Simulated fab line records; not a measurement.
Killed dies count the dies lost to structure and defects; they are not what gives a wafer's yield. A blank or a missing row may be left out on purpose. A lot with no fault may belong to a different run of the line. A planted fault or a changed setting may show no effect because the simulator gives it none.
fab line records	flow sfq_line
[record] lots = 6	wafers = 18	last_day = 81
route steps=325 shown M3@122 I3@133 M4@148 I4@163 M8@325
lots untouched by any fault: they come from a run of this same line in which no faults occurred
start_h: start of the lot's first displayed wafer, in hours after the record's first day	wait_h: hours since the lot's step before	" unchanged from the row above	L1.1+2: one row covering several wafers at once	- value missing, or start not given	* or withheld: withheld	< > ~ a bound
route shown NAME@n: a module of which the file shows steps, and the number in the route of the first	usual: the fault-free wafers' mean and standard deviation	same: alike in all rows	chamber/n: place in a boat	sites: per-site readings	_std_site: the standard deviation of these	_edge_site: inner sites' mean taken away from outer sites' mean	radius_mm: how far each site lies from the wafer's centre	mask NAME#n: copy n	behind: the most recent tool/chamber to have shaped the wafer	hold: reason for holding the lot/hours on hold/outcome of the hold	device: transistor that didn't switch, given as n, p or np	end of line: at the end of the route, the tests of the same wafers	a step with no rows: only its recipe	killed: not the wafer's yield, but the dies lost to structure and defects at the first sort	map: a wafer's dies, x killed, . not, _ none there
set.NAME: the setting that was run; set.NAME@STEP: the one run at that earlier step	model.NAME: the simulator's own value behind a step, which no gauge read
a table for each step, a row for each wafer; lots at some steps of the route
services: the hour from which a tool's chamber was out of use, counted from the record's first day as start_h (under 0 if before that day), plus the number of hours and why
[[steps]]
[step SFQ_TRILAYER_M3_LITHO_COAT_080]
[recipe] resist = BARC	spin_rpm = 3000	resist_thk_nm = 62
[step SFQ_TRILAYER_M3_LITHO_COAT_075]
[recipe] resist = KrF	spin_rpm = 3000	resist_thk_nm = 600
[step SFQ_TRILAYER_M3_LITHO_SOFTBAKE_079]
[recipe] temp_c = withheld	time_s = withheld	resist = KrF
[step SFQ_TRILAYER_M3_LITHO_EXPOSE_076]
[recipe] mask_id = M3	na = 0.6	source_shape = conventional	sigma_outer = 0.65	target_cd_nm = 500	dose_mj = 14.4
[step SFQ_TRILAYER_M3_LITHO_PEB_078]
[recipe] peb_temp_c = 115	peb_time_s = 60	resist = KrF
[step SFQ_TRILAYER_M3_LITHO_DEVELOP_077]
[recipe] time_s = 60	resist = KrF
[step SFQ_M3_OVL_MEAS_921]
[usual] M3_OVL = 1/5.5
lot.wafer	tool	chamber	start_h	wait_h	M3_OVL[nm]
L155.1	overlay-01	-	871.98	0.1	4
L155.2	"	-	"	"	3
L155.5	"	-	"	"	-3
L160.2	overlay-01	-	928.28	0.1	-3
L160.4	"	-	"	"	-5
L160.5	"	-	"	"	-3
L161.1	overlay-01	-	942.22	0.1	-2
L161.5	"	-	"	"	5
L161.6	"	-	"	"	1
L171.3	overlay-01	-	1016.29	0.1	-9
L171.5	"	-	"	"	-6
L171.6	"	-	"	"	-8
L173.1	overlay-01	-	1031.87	0.1	6
L173.4	"	-	"	"	3
L173.6	"	-	"	"	9
L176.1	overlay-02	-	1197.13	0.1	8
L176.4	"	-	"	"	10
L176.5	"	-	"	"	5
[step SFQ_TRILAYER_M3_BARC_OPEN_METAL_ETCH_100]
[recipe] mask_material = PR	chemistry = O2	target_depth_nm = 125	target = BARC	icp_w = 600	bias_w = 80	pressure_mtorr = 10	time_s = 41.7
[step SFQ_TRILAYER_M3_ETCH_METAL_ETCH_078]
[recipe] target = Nb	stop_on = SiO2	mask_material = PR	chemistry = Cl2/Ar	target_depth_nm = 240	icp_w = 600	bias_w = 80	pressure_mtorr = 10	time_s = 120
[usual] drypump_motor_current_A = 6.04/0.28	oes_product_au = 0.895/0.0066
lot.wafer	tool	chamber	start_h	wait_h	drypump_motor_current_A	oes_product_au	rf_hours_counter_h
L155.1	rie_metal-03	1	872.07	0.0	6.31	0.889	90
L155.2	"	0	"	"	5.73	0.890	101
L155.5	"	0	"	"	5.74	0.894	-
L160.2	rie_metal-02	1	928.47	0.1	6.23	0.900	-
L160.4	"	1	"	"	6.19	0.890	-
L160.5	"	1	"	"	6.19	0.898	-
L161.1	rie_metal-03	1	942.32	0.0	6.31	0.895	96
L161.5	"	1	"	"	6.31	0.905	-
L161.6	"	0	"	"	5.73	0.896	-
L171.3	rie_metal-02	1	1016.41	0.1	6.21	0.893	-
L171.5	"	1	"	"	6.21	0.895	-
L171.6	"	0	"	"	6.38	0.898	-
L173.1	rie_metal-03	0	1031.97	0.0	5.71	0.891	124
L173.4	"	0	"	"	5.71	0.889	-
L173.6	"	1	"	"	6.32	0.894	-
L176.1	rie_metal-02	1	1197.22	0.0	6.24	0.883	156
L176.4	"	1	"	"	6.20	0.899	-
L176.5	"	0	"	"	6.43	0.893	-
[step SFQ_TRILAYER_M3_STRIP_STRIP_079]
[recipe] gas = O2	power_w = 200	platen_temp_c = 40	overash_fraction = 0.65	chemistry = O2	pressure_mtorr = 50
[step SFQ_TRILAYER_M3_STRIP_SOLV_CLEAN_080]
[recipe] chemistry = NMP	temp_c = 70	time_s = 600
[step SFQ_TRILAYER_I3_DEP_PECVD_081]
[recipe] material = SiO2	temp_c = 150	time_s = 111.11	pressure_torr = 2.4	rf_w = 183.3	precursor = SiH4/N2O	target_thk_nm = 500
[usual] heater_power_w = 83/15	susceptor_temp_C = 150.00/0.14	throttle_valve_pct = 25.3/1.1
lot.wafer	tool	chamber	start_h	wait_h	heater_power_w	susceptor_temp_C	throttle_valve_pct
L155.1	pecvd-04	0	872.97	0.0	82	150.19	24.7
L155.2	"	2	"	"	71	149.74	24.9
L155.5	"	2	"	"	73	149.99	24.6
L160.2	pecvd-04	1	930.05	0.0	97	150.06	24.8
L160.4	"	1	"	"	98	150.19	24.6
L160.5	"	0	"	"	92	149.96	25.0
L161.1	pecvd-01	0	943.39	0.0	81	150.01	26.3
L161.5	"	1	"	"	91	149.65	24.8
L161.6	"	2	"	"	76	150.06	24.5
L171.3	pecvd-01	1	1017.27	0.0	79	149.95	24.9
L171.5	"	2	"	"	90	150.13	24.6
L171.6	"	0	"	"	95	149.98	26.6
L173.1	pecvd-02	2	1032.87	0.0	44	150.01	25.6
L173.4	"	0	"	"	77	149.72	25.2
L173.6	"	2	"	"	47	150.25	25.3
L176.1	pecvd-04	0	1198.12	0.0	97	150.27	24.7
L176.4	"	2	"	"	76	149.86	24.7
L176.5	"	1	"	"	81	150.02	24.9
[step SFQ_TRILAYER_I3_CMP_CMP_082]
[recipe] material = SiO2	down_force_psi = 3	platen_rpm = 60	pad_velocity_m_s = 0.94248
[usual] motor_current_A = 10.1/1	time_to_endpoint_s = 217/7.5
lot.wafer	tool	chamber	start_h	wait_h	motor_current_A	time_to_endpoint_s	model.SiO2_of_TRILAYER_I3_DEP_PECVD_081.thk_nm
L155.2	cmp-02	3	882.32	9.3	7.6	218	199.6
L155.1	"	1	883.32	10.3	10.7	217	199.9
L155.5	"	2	"	"	10.2	226	200.5
L160.4	cmp-01	1	943.33	13.2	9.5	214	199.2
L160.2	"	2	"	"	11.2	183	251
L160.5	"	1	945.33	15.2	9.2	224	200.2
L161.1	cmp-01	2	953.33	9.9	11.0	176	249.7
L161.6	"	3	"	"	10.8	220	200.9
L161.5	"	0	"	"	10.5	234	201.4
L171.3	cmp-01	1	1019.25	1.9	10.2	208	199.7
L171.5	"	0	1020.75	3.4	10.5	231	201.6
L171.6	"	1	"	"	9.7	220	199.9
L173.4	cmp-01	2	1035.03	2.1	11.1	230	200.4
L173.1	"	3	"	"	11.0	227	201.1
L173.6	"	2	1037.03	4.1	10.8	222	200.2
L176.1	cmp-02	0	1208.81	10.7	10.8	200	199.6
L176.4	"	3	1210.31	12.1	7.9	210	198.6
L176.5	"	1	1211.31	13.1	11.1	216	199.3
[step SFQ_I3_BOW_MEAS_922]
[recipe] mode = bow
[usual] I3_BOW = 2/8.9
lot.wafer	tool	chamber	start_h	wait_h	I3_BOW[um]
L155.1	film_metro-04	-	884.82	1.0	2
L155.2	"	-	"	"	-2
L155.5	"	-	"	"	-6
L160.2	film_metro-03	-	945.85	1.5	-13
L160.4	"	-	"	"	-13
L160.5	"	-	"	"	9
L161.1	film_metro-01	-	954.83	1.0	-6
L161.5	"	-	"	"	-15
L161.6	"	-	"	"	-4
L171.3	film_metro-03	-	1021.79	2.0	-3
L171.5	"	-	"	"	6
L171.6	"	-	"	"	-5
L173.1	film_metro-01	-	1037.53	1.5	4
L173.4	"	-	"	"	3
L173.6	"	-	"	"	10
L176.1	film_metro-04	-	1211.81	2.5	-2
L176.4	"	-	"	"	4
L176.5	"	-	"	"	-2
[step SFQ_TRILAYER_I3_METRO_MEASURE_083]
[usual] thk_nm = 200.3/1.1
lot.wafer	tool	chamber	start_h	wait_h	thk_nm
L155.1	film_metro-04	-	884.94	0.1	200.0
L155.2	"	-	"	"	199.7
L155.5	"	-	"	"	200.7
L160.2	film_metro-03	-	946.15	0.3	251.1
L160.4	"	-	"	"	199.2
L160.5	"	-	"	"	200.2
L161.1	film_metro-01	-	954.95	0.1	249.5
L161.5	"	-	"	"	201.4
L161.6	"	-	"	"	201.0
L171.3	film_metro-03	-	1022.27	0.5	199.6
L171.5	"	-	"	"	201.6
L171.6	"	-	"	"	199.9
L173.1	film_metro-01	-	1037.65	0.1	201.1
L173.4	"	-	"	"	200.4
L173.6	"	-	"	"	200.2
L176.1	film_metro-04	-	1211.93	0.1	199.5
L176.4	"	-	"	"	198.6
L176.5	"	-	"	"	199.3
[step SFQ_TRILAYER_I3_VIA_LITHO_COAT_090]
[recipe] resist = BARC	spin_rpm = 3000	resist_thk_nm = 62
[step SFQ_TRILAYER_I3_VIA_LITHO_COAT_085]
[recipe] resist = KrF	spin_rpm = 3000	resist_thk_nm = 650
[step SFQ_TRILAYER_I3_VIA_LITHO_SOFTBAKE_089]
[recipe] temp_c = withheld	time_s = withheld	resist = KrF
[step SFQ_TRILAYER_I3_VIA_LITHO_EXPOSE_086]
[recipe] mask_id = I3	na = 0.6	source_shape = conventional	sigma_outer = 0.65	target_cd_nm = 500	dose_mj = 21.3
[step SFQ_TRILAYER_I3_VIA_LITHO_PEB_088]
[recipe] peb_temp_c = 115	peb_time_s = 60	resist = KrF
[step SFQ_TRILAYER_I3_VIA_LITHO_DEVELOP_087]
[recipe] time_s = 60	resist = KrF
[step SFQ_I3_OVL_MEAS_923]
[usual] I3_OVL = -1/5.4
lot.wafer	tool	chamber	start_h	wait_h	I3_OVL[nm]
L155.1	overlay-01	-	1022.27	0.1	7
L155.2	"	-	"	"	4
L155.5	"	-	"	"	2
L160.2	overlay-01	-	1075.28	0.1	-4
L160.4	"	-	"	"	-13
L160.5	"	-	"	"	-7
L161.1	overlay-01	-	1089.22	0.1	-3
L161.5	"	-	"	"	-5
L161.6	"	-	"	"	2
L171.3	overlay-02	-	1138.44	0.1	0
L171.5	"	-	"	"	1
L171.6	"	-	"	"	-7
L173.1	overlay-02	-	1151.62	0.1	-2
L173.4	"	-	"	"	-12
L173.6	"	-	"	"	-6
L176.1	overlay-02	-	1215.41	0.1	8
L176.4	"	-	"	"	10
L176.5	"	-	"	"	6
[step SFQ_TRILAYER_I3_VIA_BARC_OPEN_VIA_ETCH_121]
[recipe] mask_material = PR	chemistry = O2	target_depth_nm = 125	target = BARC	source_w = 500	bias_w = 80	pressure_mtorr = 30	time_s = 41.7
[step SFQ_TRILAYER_I3_VIA_ETCH_VIA_ETCH_088]
[recipe] target = SiO2	stop_on = Nb	mask_material = PR	taper_deg = 20	chemistry = CHF3	target_depth_nm = 260	source_w = 500	bias_w = 80	pressure_mtorr = 30	time_s = withheld
[usual] drypump_motor_current_A = 5.7/0.51	oes_product_au = 0.855/0.0045
lot.wafer	tool	chamber	start_h	wait_h	drypump_motor_current_A	oes_product_au	model.I3.feature_depth_nm	model.etch.depth_nm
L155.1	rie_diel-02	1	1022.35	0.0	6.4	0.852	199.9	199.9
L155.2	"	2	"	"	5.5	0.854	199.6	199.6
L155.5	"	0	"	"	5.9	0.859	200.5	200.5
L160.2	rie_diel-03	1	1075.35	0.0	6.4	0.982	251	251
L160.4	"	0	"	"	5.3	0.852	199.2	199.2
L160.5	"	1	"	"	6.4	0.852	200.2	200.2
L161.1	rie_diel-01	2	1089.30	0.0	5.5	0.976	249.7	249.7
L161.5	"	2	"	"	5.5	0.859	201.4	201.4
L161.6	"	3	"	"	4.8	0.858	200.9	200.9
L171.3	rie_diel-01	0	1138.50	0.0	4.8	0.848	199.7	199.7
L171.5	"	2	"	"	5.5	0.856	201.6	201.6
L171.6	"	1	"	"	5.9	0.849	199.9	199.9
L173.1	rie_diel-02	2	1151.70	0.0	5.5	0.856	201.1	201.1
L173.4	"	3	"	"	5.4	0.858	200.4	200.4
L173.6	"	2	"	"	5.5	0.857	200.2	200.2
L176.1	rie_diel-03	1	1215.48	0.0	6.4	0.855	199.6	199.6
L176.4	"	0	"	"	5.3	0.849	198.6	198.6
L176.5	"	1	"	"	6.4	0.853	199.3	199.3
[step SFQ_TRILAYER_I3_VIA_STRIP_STRIP_089]
[recipe] gas = O2	power_w = 200	platen_temp_c = 40	overash_fraction = 0.65	chemistry = O2	pressure_mtorr = 50
[step SFQ_TRILAYER_I3_VIA_STRIP_SOLV_CLEAN_090]
[recipe] chemistry = NMP	temp_c = 70	time_s = 600
[step SFQ_TRILAYER_M4_DEP_PRE_CLEAN_092]
[recipe] gas = Ar	time_s = 22.5	bias_v = 250
lot.wafer	tool	chamber	start_h	wait_h	model.SiO2_of_TRILAYER_I3_DEP_PECVD_081.thk_nm
L155.1	pvd_sputter-05	-	1023.24	0.0	192.4
L155.2	"	-	"	"	192.1
L155.5	"	-	"	"	193
L160.2	pvd_sputter-05	-	1076.24	0.0	243.5
L160.4	"	-	"	"	191.7
L160.5	"	-	"	"	192.7
L161.1	pvd_sputter-05	-	1090.19	0.0	242.2
L161.5	"	-	"	"	193.9
L161.6	"	-	"	"	193.4
L171.3	pvd_sputter-06	-	1139.39	0.0	192.2
L171.5	"	-	"	"	194.1
L171.6	"	-	"	"	192.4
L173.1	pvd_sputter-05	-	1152.59	0.0	193.6
L173.4	"	-	"	"	192.9
L173.6	"	-	"	"	192.7
L176.1	pvd_sputter-05	-	1216.37	0.0	192.1
L176.4	"	-	"	"	191.1
L176.5	"	-	"	"	191.8
[step SFQ_TRILAYER_M4_DEP_SPUTTER_091]
[recipe] material = Nb	base_pressure_pa = 1.33e-06	chamber_pressure_pa = 0.1333	substrate_temp_c = 20	resputter_cathode_voltage_v = 400	target_thk_nm = 200	power_w = 2000	time_s = 133.3
[step SFQ_M4_RS_MEAS_924]
[recipe] thk_meas_gauge = four-point-probe	reads = Nb_of_TRILAYER_M4_DEP_SPUTTER_091
[usual] M4_NB_RS = 0.889/0.011
lot.wafer	tool	chamber	start_h	wait_h	M4_NB_RS[ohm/sq]
L155.1	film_metro-04	-	1023.36	0.0	0.900
L155.2	"	-	"	"	0.887
L155.5	"	-	"	"	0.886
L160.2	film_metro-02	-	1076.38	0.1	0.889
L160.4	"	-	"	"	0.874
L160.5	"	-	"	"	0.890
L161.1	film_metro-04	-	1090.31	0.0	0.889
L161.5	"	-	"	"	0.896
L161.6	"	-	"	"	0.889
L171.3	film_metro-01	-	1139.55	0.1	0.904
L171.5	"	-	"	"	0.882
L171.6	"	-	"	"	0.889
L173.1	film_metro-04	-	1152.71	0.0	0.893
L173.4	"	-	"	"	0.897
L173.6	"	-	"	"	0.882
L176.1	film_metro-04	-	1216.49	0.0	0.890
L176.4	"	-	"	"	0.900
L176.5	"	-	"	"	0.886
[step SFQ_TRILAYER_M4_LITHO_COAT_098]
[recipe] resist = BARC	spin_rpm = 3000	resist_thk_nm = 62
[step SFQ_TRILAYER_M4_LITHO_COAT_093]
[recipe] resist = KrF	spin_rpm = 3000	resist_thk_nm = 600
[step SFQ_TRILAYER_M4_LITHO_SOFTBAKE_097]
[recipe] temp_c = withheld	time_s = withheld	resist = KrF
[step SFQ_TRILAYER_M4_LITHO_EXPOSE_094]
[recipe] mask_id = M4	na = 0.6	source_shape = conventional	sigma_outer = 0.65	target_cd_nm = 500	dose_mj = 14.4
[step SFQ_TRILAYER_M4_LITHO_PEB_096]
[recipe] peb_temp_c = 115	peb_time_s = 60	resist = KrF
[step SFQ_TRILAYER_M4_LITHO_DEVELOP_095]
[recipe] time_s = 60	resist = KrF
[step SFQ_M4_OVL_MEAS_926]
[usual] M4_OVL = -2/4.8
lot.wafer	tool	chamber	start_h	wait_h	M4_OVL[nm]
L155.1	overlay-01	-	1139.62	0.1	0
L155.2	"	-	"	"	-3
L155.5	"	-	"	"	-6
L160.2	overlay-02	-	1176.83	0.1	3
L160.4	"	-	"	"	5
L160.5	"	-	"	"	4
L161.1	overlay-02	-	1185.22	0.1	-2
L161.5	"	-	"	"	3
L161.6	"	-	"	"	3
L171.3	overlay-02	-	1246.34	0.1	4
L171.5	"	-	"	"	12
L171.6	"	-	"	"	8
L173.1	overlay-02	-	1260.51	0.1	-7
L173.4	"	-	"	"	-2
L173.6	"	-	"	"	1
L176.1	overlay-01	-	1323.94	0.1	-7
L176.4	"	-	"	"	-5
L176.5	"	-	"	"	-6
[step SFQ_TRILAYER_M4_BARC_OPEN_METAL_ETCH_123]
[recipe] mask_material = PR	chemistry = O2	target_depth_nm = 125	target = BARC	icp_w = 600	bias_w = 80	pressure_mtorr = 10	time_s = 41.7
[step SFQ_TRILAYER_M4_ETCH_METAL_ETCH_096]
[recipe] target = Nb	stop_on = SiO2	mask_material = PR	chemistry = Cl2/Ar	target_depth_nm = 240	icp_w = 600	bias_w = 80	pressure_mtorr = 10	time_s = 120
[usual] drypump_motor_current_A = 6.0/0.38	oes_product_au = 0.894/0.008
lot.wafer	tool	chamber	start_h	wait_h	drypump_motor_current_A	oes_product_au	rf_hours_counter_h
L155.1	rie_metal-03	0	1139.72	0.0	5.8	0.884	141
L155.2	"	1	"	"	6.3	0.891	129
L155.5	"	0	"	"	5.8	0.888	-
L160.2	rie_metal-03	1	1176.92	0.0	6.3	0.906	137
L160.4	"	1	"	"	6.3	0.898	-
L160.5	"	1	"	"	6.3	0.889	-
L161.1	rie_metal-03	0	1185.32	0.0	5.8	0.895	4
L161.5	"	0	"	"	5.7	0.888	-
L161.6	"	1	"	"	6.3	0.897	-
L171.3	rie_metal-02	0	1246.56	0.1	6.4	0.891	-
L171.5	"	0	"	"	6.4	0.898	-
L171.6	"	0	"	"	6.4	0.895	-
L173.1	rie_metal-03	0	1260.60	0.0	5.7	0.891	17
L173.4	"	0	"	"	5.7	0.887	-
L173.6	"	0	"	"	5.7	0.893	-
L176.1	rie_metal-04	0	1324.03	0.0	5.2	0.888	115
L176.4	"	0	"	"	5.3	0.890	-
L176.5	"	1	"	"	5.9	0.897	-
[step SFQ_TRILAYER_M4_STRIP_STRIP_097]
[recipe] gas = O2	power_w = 200	platen_temp_c = 40	overash_fraction = 0.65	chemistry = O2	pressure_mtorr = 50
[usual] drypump_motor_current_A = 6.0/0.38	oes_product_au = 1.001/0.01
[same] overash_fraction = 0.65
lot.wafer	tool	chamber	start_h	wait_h	drypump_motor_current_A	oes_product_au	rf_hours_counter_h
L155.1	rie_metal-03	0	1139.85	0.1	5.7	1.008	142
L155.2	"	1	"	"	6.3	0.994	129
L155.5	"	0	"	"	5.7	1.007	-
L160.2	rie_metal-03	1	1177.05	0.1	6.3	0.992	137
L160.4	"	1	"	"	6.3	0.994	-
L160.5	"	1	"	"	6.3	0.983	-
L161.1	rie_metal-03	0	1185.45	0.1	5.7	1.007	4
L161.5	"	0	"	"	5.8	1.019	-
L161.6	"	1	"	"	6.3	0.999	-
L171.3	rie_metal-02	0	1247.13	0.5	6.4	0.997	-
L171.5	"	0	"	"	6.4	0.997	-
L171.6	"	0	"	"	6.4	0.987	-
L173.1	rie_metal-03	0	1260.73	0.1	5.8	1.007	17
L173.4	"	0	"	"	5.7	0.999	-
L173.6	"	0	"	"	5.7	1.003	-
L176.1	rie_metal-04	0	1324.16	0.1	5.3	1.006	115
L176.4	"	0	"	"	5.3	1.013	-
L176.5	"	1	"	"	5.9	1.011	-
[step SFQ_TRILAYER_M4_STRIP_SOLV_CLEAN_098]
[recipe] chemistry = NMP	temp_c = 70	time_s = 600
[step SFQ_TRILAYER_I4_DEP_PECVD_099]
[recipe] material = SiO2	temp_c = 150	time_s = 111.11	pressure_torr = 2.4	rf_w = 183.3	precursor = SiH4/N2O	target_thk_nm = 500
[usual] heater_power_w = 80/17	susceptor_temp_C = 150.00/0.16	throttle_valve_pct = 25.3/2.1
lot.wafer	tool	chamber	start_h	wait_h	heater_power_w	susceptor_temp_C	throttle_valve_pct
L155.1	pecvd-02	0	1140.62	0.0	72	149.96	25.1
L155.2	"	1	"	"	91	149.54	29.4
L155.5	"	0	"	"	77	150.15	25.7
L160.2	pecvd-02	0	1177.82	0.0	75	150.23	25.6
L160.4	"	0	"	"	62	150.22	25.5
L160.5	"	1	"	"	99	150.11	29.5
L161.1	pecvd-02	1	1186.22	0.0	100	150.12	29.6
L161.5	"	1	"	"	100	150.11	29.8
L161.6	"	0	"	"	75	149.99	25.4
L171.3	pecvd-02	2	1248.11	0.0	43	149.96	25.8
L171.5	"	2	"	"	47	150.11	25.8
L171.6	"	1	"	"	105	149.99	29.7
L173.1	pecvd-02	1	1261.50	0.0	98	150.05	29.9
L173.4	"	0	"	"	71	149.89	25.6
L173.6	"	2	"	"	51	150.02	25.9
L176.1	pecvd-02	1	1324.93	0.0	110	150.12	29.7
L176.4	"	0	"	"	68	149.91	25.8
L176.5	"	2	"	"	47	149.83	26.2
[step SFQ_M8_BOW_MEAS_951]
[recipe] mode = bow
[usual] M8_BOW = 6/12
lot.wafer	tool	chamber	start_h	wait_h	M8_BOW[um]	model.etest.i3.link_ohm
L155.1	film_metro-03	-	1759.64	0.0	5	1.984
L155.2	"	-	"	"	-1	1.972
L155.5	"	-	"	"	-3	1.97
L160.2	film_metro-03	-	1851.05	0.0	-7	2.01
L160.4	"	-	"	"	-6	1.957
L160.5	"	-	"	"	15	1.964
L161.1	film_metro-04	-	1873.46	0.0	-4	2.006
L161.5	"	-	"	"	-14	1.971
L161.6	"	-	"	"	-2	1.956
L171.3	film_metro-04	-	1932.94	0.0	-9	1.982
L171.5	"	-	"	"	2	1.961
L171.6	"	-	"	"	-9	1.962
L173.1	film_metro-04	-	1937.70	0.0	1	1.977
L173.4	"	-	"	"	0	1.97
L173.6	"	-	"	"	7	1.964
L176.1	film_metro-04	-	1952.10	0.0	-6	1.974
L176.4	"	-	"	"	1	1.982
L176.5	"	-	"	"	-7	1.957
[[services]]
tool	chamber	start_h	hours	kind
rie_metal-02	-	867.62	0.5	repair
pvd_sputter-05	-	867.98	1.3	repair
pvd_sputter-05	-	868.12	3.2	repair
pecvd-02	-	875.20	6.0	pm
rie_metal-03	1	877.37	4.7	repair
pecvd-02	0	896.59	6.0	repair
rie_metal-02	-	899.98	0.3	repair
cmp-01	-	917.30	1.5	repair
rie_metal-03	-	921.95	14.6	pm
rie_metal-02	0	924.25	19.3	repair
pvd_sputter-05	-	935.09	4.2	repair
rie_metal-02	1	965.23	2.2	repair
pecvd-02	-	993.99	0.8	repair
cmp-01	-	1038.53	0.4	repair
pvd_sputter-05	-	1061.17	1.5	repair
cmp-01	-	1089.55	4.0	pm
cmp-01	-	1093.18	0.9	repair
cmp-01	-	1097.03	14.8	pm
pvd_sputter-05	-	1139.89	2.8	repair
rie_metal-02	-	1191.53	2.8	pm
rie_metal-02	-	1209.95	1.0	repair
pecvd-02	-	1286.00	14.5	repair
pvd_sputter-05	-	1290.08	0.6	repair
pecvd-02	2	1301.81	6.2	repair
[[key]]
[first_sign] step = SFQ_TRILAYER_I3_CMP_CMP_082	reading = time_to_endpoint_s	direction = down	sigmas = 5	usual = *	struck = *
[effect] step = SFQ_TRILAYER_I3_METRO_MEASURE_083	reading = thk_nm	direction = up	sigmas = 45	usual = 200.3	struck = 250.3
[effect] step = SFQ_TRILAYER_I3_VIA_ETCH_VIA_ETCH_088	reading = oes_product_au	direction = up	sigmas = 27	usual = 0.855	struck = 0.979
[model_effect] step = SFQ_TRILAYER_I3_CMP_CMP_082	value = SiO2_of_TRILAYER_I3_DEP_PECVD_081.thk_nm	without = 200.3	struck = 250.3
[model_effect] step = SFQ_TRILAYER_I3_VIA_ETCH_VIA_ETCH_088	value = I3.feature_depth_nm	without = 200.3	struck = 250.3
[model_effect] step = SFQ_TRILAYER_M4_DEP_PRE_CLEAN_092	value = SiO2_of_TRILAYER_I3_DEP_PECVD_081.thk_nm	without = 192.8	struck = 242.8
[model_effect] step = SFQ_M8_BOW_MEAS_951	value = etest.i3.link_ohm	without = 1.961	struck = 2.008
met_at SFQ_TRILAYER_I3_CMP_CMP_082
struck_wafers L160.2,L161.1
[fault] kind = process_parameter_drift	tool = cmp-01	chamber = 2	onset_h = 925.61	steps = SFQ_TRILAYER_I3_CMP_CMP_082	channel = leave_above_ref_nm	offset = 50	shape = step	end_h = 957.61	acts_in = these_recipes_only	stated = 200
